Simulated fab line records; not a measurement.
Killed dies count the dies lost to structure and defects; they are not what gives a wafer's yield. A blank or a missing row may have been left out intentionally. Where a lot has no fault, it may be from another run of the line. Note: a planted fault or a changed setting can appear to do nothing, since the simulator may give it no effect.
fab line records | flow sky130
record: lots: 11 wafers: 33 lastDay: 50
route steps=708 shown CONTACT@431 METAL1@439 VIA1@459 PAD_OPEN@708
lots that met no fault: taken from a fault-free run of the same line
startH: hours from the record's first day to the start of the lot's first wafer shown | waitH: hours from the lot's prior step to this one | " as in the row above | L1.1+2: several wafers, shown together as one row | - no value, or no start was given | * or withheld: withheld | < > ~ a bound
route shown NAME@n: NAME is a module with steps in the file, n the number in the route of the first one | usual: the fault-free wafers' mean and standard deviation | same: alike in all rows | chamber/n: place in a boat | sites: the reading at each site | _std_site: how widely they spread, as a standard deviation | _edge_site: the outer-site mean with the inner-site mean subtracted | radiusMm: how far each site lies from the wafer's centre | mask NAME#n: copy n | behind: the last tool/chamber to shape the wafer | hold: what put the lot on hold/how long, in hours/how the hold closed | device: which transistor (n, p or np) failed to switch | end of line: tests of these same wafers at the route's end | a step without rows: its recipe alone | killed: not the wafer's yield, but the dies lost to structure and defects at the first sort | map: dies across one wafer; x = killed, . = not, _ = none there
set.NAME: setting as actually run; set.NAME@STEP: the setting as run at that earlier step | model.NAME: the simulator's own value behind a step, which no gauge read
steps of the route over a sample of lots; a table a step, a row a wafer
services: from which hour (startH, from the record's first day; less than 0 if before it) a tool's chamber was out of use, for how many hours, and why
== steps ==
step: SKY_CONTACT_RS_MEAS_25
recipe: thkMeasGauge: four-point-probe reads: W_of_CONTACT_CVD_24+TiN_of_CONTACT_SPUTTER_23
usual: CONTACT_W_RS: 0.339/0.0037
columns lot.wafer tool chamber startH waitH CONTACT_W_RS[ohm/sq]
L636.1 filmMetro-03 - 735.53 0.1 0.340
L636.4 " - " " 0.342
L636.6 " - " " 0.341
L639.3 filmMetro-01 - 762.98 0.1 0.337
L639.4 " - " " 0.333
L639.6 " - " " 0.337
L644.2 filmMetro-01 - 792.89 0.1 0.338
L644.4 " - " " 0.336
L644.5 " - " " 0.336
L645.2 filmMetro-02 - 800.86 0.1 0.341
L645.4 " - " " 0.343
L645.5 " - " " 0.341
L646.1 filmMetro-01 - 810.64 0.1 0.335
L646.2 " - " " 0.337
L646.4 " - " " 0.335
L647.3 filmMetro-02 - 818.37 0.1 0.343
L647.4 " - " " 0.343
L647.5 " - " " 0.346
L648.1 filmMetro-03 - 822.49 0.2 0.344
L648.3 " - " " 0.346
L648.4 " - " " 0.342
L649.2 filmMetro-01 - 835.25 0.1 0.338
L649.3 " - " " 0.343
L649.4 " - " " 0.343
L652.3 filmMetro-03 - 861.52 0.1 0.337
L652.4 " - " " 0.335
L652.5 " - " " 0.334
L654.2 filmMetro-03 - 870.15 0.1 0.341
L654.3 " - " " 0.346
L654.4 " - " " 0.339
L659.2 filmMetro-03 - 907.74 0.1 0.344
L659.4 " - " " 0.340
L659.5 " - " " 0.343
step: SKY_METAL1_RS_MEAS_05
recipe: thkMeasGauge: four-point-probe reads: TiN_of_METAL1_SPUTTER_04+Ti_of_METAL1_SPUTTER_03+AlCu_of_METAL1_SPUTTER_02+TiN_of_METAL1_SPUTTER_01+Ti_of_METAL1_SPUTTER_00
usual: METAL1_ALCU_RS: 0.1269/0.0015
columns lot.wafer tool chamber startH waitH METAL1_ALCU_RS[ohm/sq]
L636.1 filmMetro-04 - 736.15 0.0 0.1275
L636.4 " - " " 0.1247
L636.6 " - " " 0.1263
L639.3 filmMetro-02 - 763.60 0.1 0.1263
L639.4 " - " " 0.1256
L639.6 " - " " 0.1285
L644.2 filmMetro-01 - 793.51 0.0 0.1253
L644.4 " - " " 0.1258
L644.5 " - " " 0.1272
L645.2 filmMetro-02 - 801.48 0.0 0.1266
L645.4 " - " " 0.1260
L645.5 " - " " 0.1278
L646.1 filmMetro-02 - 811.49 0.0 0.1284
L646.2 " - " " 0.1283
L646.4 " - " " 0.1281
L647.3 filmMetro-04 - 818.99 0.1 0.1291
L647.4 " - " " 0.1278
L647.5 " - " " 0.1289
L648.1 filmMetro-01 - 823.11 0.0 0.1264
L648.3 " - " " 0.1273
L648.4 " - " " 0.1281
L649.2 filmMetro-01 - 835.87 0.0 0.1273
L649.3 " - " " 0.1264
L649.4 " - " " 0.1252
L652.3 filmMetro-01 - 862.14 0.1 0.1262
L652.4 " - " " 0.1266
L652.5 " - " " 0.1249
L654.2 filmMetro-01 - 870.77 0.0 0.1285
L654.3 " - " " 0.1264
L654.4 " - " " 0.1269
L659.2 filmMetro-01 - 908.36 0.0 0.1244
L659.4 " - " " 0.1271
L659.5 " - " " 0.1267
step: SKY_VIA1_THK_MEAS_01
recipe: reads: SiO2_of_VIA1_HDPCVD_00
usual: VIA1_HDPCVD_THK: 1031/10
columns lot.wafer tool chamber startH waitH VIA1_HDPCVD_THK[nm]
L636.1 filmMetro-04 - 765.00 0.1 1024
L636.4 " - " " 1030
L636.6 " - " " 1037
L639.3 filmMetro-04 - 791.05 0.1 1020
L639.4 " - " " 1025
L639.6 " - " " 1024
L644.2 filmMetro-02 - 822.87 0.1 1035
L644.4 " - " " 1033
L644.5 " - " " 1047
L645.2 filmMetro-02 - 828.96 0.1 1030
L645.4 " - " " 1023
L645.5 " - " " 1028
L646.1 filmMetro-03 - 838.90 0.1 1024
L646.2 " - " " 1035
L646.4 " - " " 1025
L647.3 filmMetro-04 - 846.93 0.1 1042
L647.4 " - " " 1038
L647.5 " - " " 1035
L648.1 filmMetro-02 - 849.92 0.1 1041
L648.3 " - " " 1038
L648.4 " - " " 1039
L649.2 filmMetro-04 - 863.05 0.1 1040
L649.3 " - " " 1028
L649.4 " - " " 1056
L652.3 filmMetro-02 - 889.47 0.1 1035
L652.4 " - " " 1033
L652.5 " - " " 1036
L654.2 filmMetro-02 - 897.50 0.1 1034
L654.3 " - " " 1028
L654.4 " - " " 1029
L659.2 filmMetro-04 - 934.21 0.1 1032
L659.4 " - " " 1039
L659.5 " - " " 1039
step: SKY_VIA1_ETCH_15
recipe: target: SiO2 chemistry: C4F8/O2/Ar targetDepthNm: 351 stopOn: TiN maskMaterial: KrF-thick sourceW: 1500 biasW: 1200 pressureMtorr: 40 c4f8FlowSccm: withheld O2_flow_sccm: 6 Ar_flow_sccm: 300 timeS: 54
usual: oesProductAu: 0.979/0.0064 runLengthS: 82.3/0.44
columns lot.wafer tool chamber startH waitH oesProductAu rfHoursCounterH runLengthS
L636.1 rieDiel-04 3 791.28 0.0 0.985 3 82.2
L636.4 " 2 " " 0.973 20 82.0
L636.6 " 1 " " 0.975 - 82.4
L639.3 rieDiel-04 3 817.83 0.0 0.967 4 82.2
L639.4 " 1 " " 0.965 10 82.1
L639.6 " 2 " " 0.982 - 82.0
L644.2 rieDiel-04 2 849.13 0.0 0.976 22 82.0
L644.4 " 3 " " 0.983 5 82.0
L644.5 " 2 " " 0.978 - 82.4
L645.2 rieDiel-04 3 855.82 0.0 0.979 5 82.1
L645.4 " 2 " " 0.979 22 82.4
L645.5 " 3 " " 0.983 - 82.2
L646.1 rieDiel-01 0 865.39 0.0 0.994 16 82.8
L646.2 " 1 " " 0.965 8 82.1
L646.4 " 3 " " 0.971 11 82.8
L647.3 rieDiel-03 2 873.89 0.0 0.985 12 82.5
L647.4 " 0 " " 0.977 13 81.9
L647.5 " 2 " " 0.978 - 82.7
L648.1 rieDiel-03 0 876.27 0.0 0.992 13 82.3
L648.3 " 1 " " 0.988 5 82.1
L648.4 " 2 " " 0.987 12 82.8
L649.2 rieDiel-03 0 889.49 0.0 0.985 13 82.1
L649.3 " 1 " " 0.980 6 82.1
L649.4 " 3 " " 0.976 10 81.4
L652.3 rieDiel-04 3 915.62 0.0 0.929 7 87.4
L652.4 " 0 " " 0.979 10 82.8
L652.5 " 1 " " 0.976 - 82.5
L654.2 rieDiel-04 1 923.48 0.0 0.975 12 82.1
L654.3 " 0 " " 0.928 10 89.0
L654.4 " 3 " " 0.984 8 82.0
L659.2 rieDiel-03 2 959.42 0.0 0.976 15 82.6
L659.4 " 1 " " 0.974 - 82.4
L659.5 " 2 " " 0.981 - 82.6
step: SKY_VIA1_STRIP_16
recipe: chemistry: O2/N2 powerW: 1400 pressureMtorr: 1500 platenTempC: withheld o2FlowSccm: 3000 n2FlowSccm: 300 overashFraction: 0.5
usual: drypumpMotorCurrentA: 5.63/0.15 oesProductAu: 0.416/0.005 stripTimeToEndpointS: 4.465/0.021
columns lot.wafer tool chamber startH waitH drypumpMotorCurrentA oesProductAu rfHoursCounterH stripTimeToEndpointS
L636.1 plasmaAsher-03 1 791.33 0.0 5.68 0.427 35 4.463
L636.4 " 0 " " 5.65 0.419 - 4.461
L636.6 " 1 " " 5.66 0.416 - 4.475
L639.3 plasmaAsher-04 0 817.91 0.1 5.68 0.413 - 4.479
L639.4 " 1 " " 5.40 0.418 - 4.479
L639.6 " 1 " " 5.43 0.418 - 4.459
L644.2 plasmaAsher-03 1 849.18 0.0 5.66 0.414 40 4.469
L644.4 " 0 " " 5.65 0.409 - 4.496
L644.5 " 1 " " 5.67 0.421 - 4.482
L645.2 plasmaAsher-03 1 855.86 0.0 5.69 0.417 41 4.469
L645.4 " 0 " " 5.66 0.417 - 4.457
L645.5 " 0 " " 5.65 0.412 - 4.471
L646.1 plasmaAsher-01 0 865.44 0.0 5.44 0.417 12 4.462
L646.2 " 1 " " 5.97 0.417 12 4.447
L646.4 " 0 " " 5.46 0.415 - 4.476
L647.3 plasmaAsher-03 1 873.97 0.1 5.70 0.419 - 4.427
L647.4 " 0 " " 5.66 0.414 - 4.481
L647.5 " 1 " " 5.69 0.421 - 4.419
L648.1 plasmaAsher-04 0 876.31 0.0 5.66 0.411 76 4.491
L648.3 " 1 " " 5.40 0.418 - 4.447
L648.4 " 0 " " 5.68 0.412 - 4.471
L649.2 plasmaAsher-03 0 889.54 0.0 5.64 0.414 44 4.483
L649.3 " 0 " " 5.64 0.425 - 4.488
L649.4 " 1 " " 5.67 0.421 - 4.492
L652.3 plasmaAsher-04 1 915.70 0.1 5.43 0.412 - 4.414
L652.4 " 0 " " 5.69 0.420 - 4.463
L652.5 " 0 " " 5.68 0.416 - 4.484
L654.2 plasmaAsher-03 0 923.53 0.0 5.67 0.423 48 4.478
L654.3 " 0 " " 5.62 0.413 - 4.399
L654.4 " 1 " " 5.70 0.411 - 4.464
L659.2 plasmaAsher-03 1 959.47 0.0 5.67 0.419 51 4.488
L659.4 " 1 " " 5.67 0.429 - 4.472
L659.5 " 1 " " 5.69 0.412 - 4.493
step: SKY_PAD_OPEN_PROBE_99
usual: defectLimitedYield: 81.9/2 killed_at_M0_to_M3: 43/6.5 killed_at_M4_up: 3.2/1.8 killedAtContacts: 26/5.2 killedAtFrontEnd: 16/4.8 killedAtOther: 0.3/0.6 killedDies: 89/9.6 killedOpen: 48/7.1 killedShort: 40/6.4 sort_bin_3_pad_short: 0.9/0.37 sort_bin_5_function: 10.7/1.4 sort_bin_6_memory: 6.5/1.2 sortNPass: 403/9.6 sortYieldPct: 81.9/2
same: grossDies: 492 killedAtBackSide: 0 sort_bin_4_leakage[%]: 0 sort_bin_8_speed[%]: 0
columns lot.wafer tool chamber startH waitH defectLimitedYield[%] killed_at_M0_to_M3 killed_at_M4_up killedAtContacts killedAtFrontEnd killedAtOther killedDies killedOpen killedShort sort_bin_3_pad_short[%] sort_bin_5_function[%] sort_bin_6_memory[%] sortNPass sortYieldPct[%]
L646.1 prober-01 - 1134.44 0.1 83.5 45 0 22 13 1 81 47 34 1.0 9.1 6.3 411 83.5
L646.2 prober-01 - 1134.49 0.1 82.9 33 0 33 17 1 84 50 34 0.6 10.8 5.7 408 82.9
L646.4 prober-01 - 1134.59 0.2 82.1 49 3 24 12 0 88 52 36 0 11.4 6.5 404 82.1
L647.3 prober-02 - 1139.01 0.2 81.7 46 7 21 16 0 90 42 48 0.8 11.0 6.5 402 81.7
L647.4 prober-02 - 1139.06 0.2 79.9 43 6 24 26 0 99 51 45 1.0 12.2 6.9 393 79.9
L647.5 prober-02 - 1139.11 0.2 80.3 38 6 29 24 0 97 54 43 0.6 10.0 9.1 395 80.3
L652.3 prober-01 - 1170.37 0.2 82.1 44 5 23 16 0 88 51 35 0.4 10.8 6.7 404 82.1
L652.4 prober-01 - 1170.42 0.2 81.3 49 1 27 14 1 92 54 35 1.4 9.8 7.5 400 81.3
L652.5 prober-01 - 1170.47 0.2 83.9 37 5 24 13 0 79 47 31 0.8 10.4 4.9 413 83.9
L659.2 prober-02 - 1199.08 0.1 80.3 43 5 36 13 0 97 52 45 1.2 12.8 5.7 395 80.3
L659.4 prober-02 - 1199.18 0.2 83.3 39 2 25 16 0 82 40 42 0.8 11.2 4.7 410 83.3
L659.5 prober-02 - 1199.23 0.2 80.5 52 2 31 11 0 96 46 50 1.6 9.8 8.1 396 80.5
killed by level:class
L646.1 VIA1:geometricParticle:open=10 CONTACT:geometricParticle:open=9 VIA2:geometricParticle:open=8 VIA3:geometricParticle:open=7 METAL1:geometricParticle:short=6 LI_CONTACT:geometricParticle:short=4 LI_CONTACT:geometricParticle:open=4 LOCAL_INTERCONNECT:geometricParticle:short=4
L646.2 CONTACT:geometricParticle:open=9 LI_CONTACT:geometricParticle:open=8 LI_CONTACT:geometricParticle:short=8 VIA1:geometricParticle:open=8 VIA2:geometricParticle:open=8 CONTACT:geometricParticle:short=7 VIA3:geometricParticle:open=5 FIELD_ISO:geometricParticle:open=4
L646.4 VIA1:geometricParticle:open=10 VIA3:geometricParticle:open=10 LI_CONTACT:geometricParticle:open=9 VIA2:geometricParticle:open=8 LOCAL_INTERCONNECT:geometricParticle:short=7 CONTACT:geometricParticle:open=5 VIA1:geometricParticle:short=5 METAL1:geometricParticle:short=5
L647.3 LI_CONTACT:geometricParticle:open=10 VIA1:geometricParticle:open=8 VIA1:geometricParticle:short=7 VIA3:geometricParticle:short=6 METAL4:geometricParticle:short=6 METAL1:geometricParticle:short=6 CONTACT:geometricParticle:open=5 VIA3:geometricParticle:open=5
L647.4 VIA1:geometricParticle:open=12 CONTACT:geometricParticle:open=9 METAL2:geometricParticle:short=9 VIA2:geometricParticle:open=8 POLY_GATE:geometricParticle:short=6 LI_CONTACT:geometricParticle:open=6 POLY_GATE:geometricParticle:open=5 VIA1:geometricParticle:short=5
L647.5 CONTACT:geometricParticle:open=12 VIA1:geometricParticle:open=10 FIELD_ISO:geometricParticle:short=7 FIELD_ISO:geometricParticle:open=6 CONTACT:geometricParticle:short=6 VIA1:geometricParticle:short=6 LOCAL_INTERCONNECT:geometricParticle:short=5 POLY_GATE:geometricParticle:open=5
L652.3 VIA1:geometricParticle:open=17 CONTACT:geometricParticle:open=9 VIA2:geometricParticle:open=7 POLY_GATE:geometricParticle:short=6 CONTACT:geometricParticle:short=5 METAL1:geometricParticle:open=5 METAL4:geometricParticle:short=5 LOCAL_INTERCONNECT:geometricParticle:short=4
L652.4 VIA1:geometricParticle:open=16 CONTACT:geometricParticle:open=12 VIA2:geometricParticle:open=6 VIA3:geometricParticle:open=5 CONTACT:geometricParticle:short=5 VIA1:geometricParticle:short=5 METAL2:geometricParticle:short=5 POLY_GATE:geometricParticle:short=4
L652.5 VIA1:geometricParticle:open=14 CONTACT:geometricParticle:open=7 LI_CONTACT:geometricParticle:open=7 VIA3:geometricParticle:open=6 CONTACT:geometricParticle:short=5 VIA2:geometricParticle:open=5 METAL4:geometricParticle:short=5 VIA1:geometricParticle:short=4
L659.2 VIA1:geometricParticle:open=11 CONTACT:geometricParticle:open=10 LI_CONTACT:geometricParticle:open=7 CONTACT:geometricParticle:short=7 LI_CONTACT:geometricParticle:short=6 METAL2:geometricParticle:short=6 VIA2:geometricParticle:open=6 POLY_GATE:geometricParticle:open=5
L659.4 VIA1:geometricParticle:open=8 LI_CONTACT:geometricParticle:open=8 CONTACT:geometricParticle:short=7 POLY_GATE:geometricParticle:short=6 CONTACT:geometricParticle:open=6 METAL2:geometricParticle:short=5 VIA3:geometricParticle:open=5 METAL1:geometricParticle:short=4
L659.5 CONTACT:geometricParticle:open=11 VIA1:geometricParticle:open=10 LOCAL_INTERCONNECT:geometricParticle:short=8 METAL1:geometricParticle:short=8 VIA3:geometricParticle:open=7 METAL2:geometricParticle:short=6 LI_CONTACT:geometricParticle:open=5 VIA2:geometricParticle:open=5
== services ==
columns tool chamber startH hours kind
rieDiel-01 1 775.84 1.4 repair
rieDiel-03 2 779.88 4.0 repair
plasmaAsher-04 - 796.39 1.3 repair
plasmaAsher-01 - 801.57 1.6 repair
plasmaAsher-04 - 807.98 0.5 repair
rieDiel-03 0 808.15 3.3 repair
rieDiel-01 2 841.19 2.6 repair
rieDiel-04 - 852.17 2.8 pm
rieDiel-03 1 852.93 1.3 repair
rieDiel-04 1 857.42 30.1 repair
plasmaAsher-04 - 901.04 14.6 pm
rieDiel-03 0 905.80 64.4 repair
plasmaAsher-03 - 930.47 0.9 repair
plasmaAsher-01 - 930.95 2.0 repair
plasmaAsher-03 - 956.29 2.8 pm
== key ==
firstSign: step: SKY_VIA1_ETCH_15 reading: runLengthS direction: up sigmas: 13 usual: * struck: *
effect: step: SKY_VIA1_ETCH_15 reading: oesProductAu direction: down sigmas: 8 usual: 0.979 struck: 0.928
effect: step: SKY_VIA1_STRIP_16 reading: stripTimeToEndpointS direction: down sigmas: 2.8 usual: * struck: *
metAt SKY_VIA1_ETCH_15
struckLots L652,L654
struckWafers L652.3,L654.3
notActingAt SKY_CONTACT_RS_MEAS_25,SKY_METAL1_RS_MEAS_05,SKY_VIA1_THK_MEAS_01
onsetBetween 855.82 915.62
fault: kind: processParameterDrift tool: rieDiel-04 chamber: - onsetH: 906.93 steps: SKY_VIA1_ETCH_15 channel: timeS offset: * shape: step endH: 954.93 scope: struckWafersOnly actsIn: * stated: *
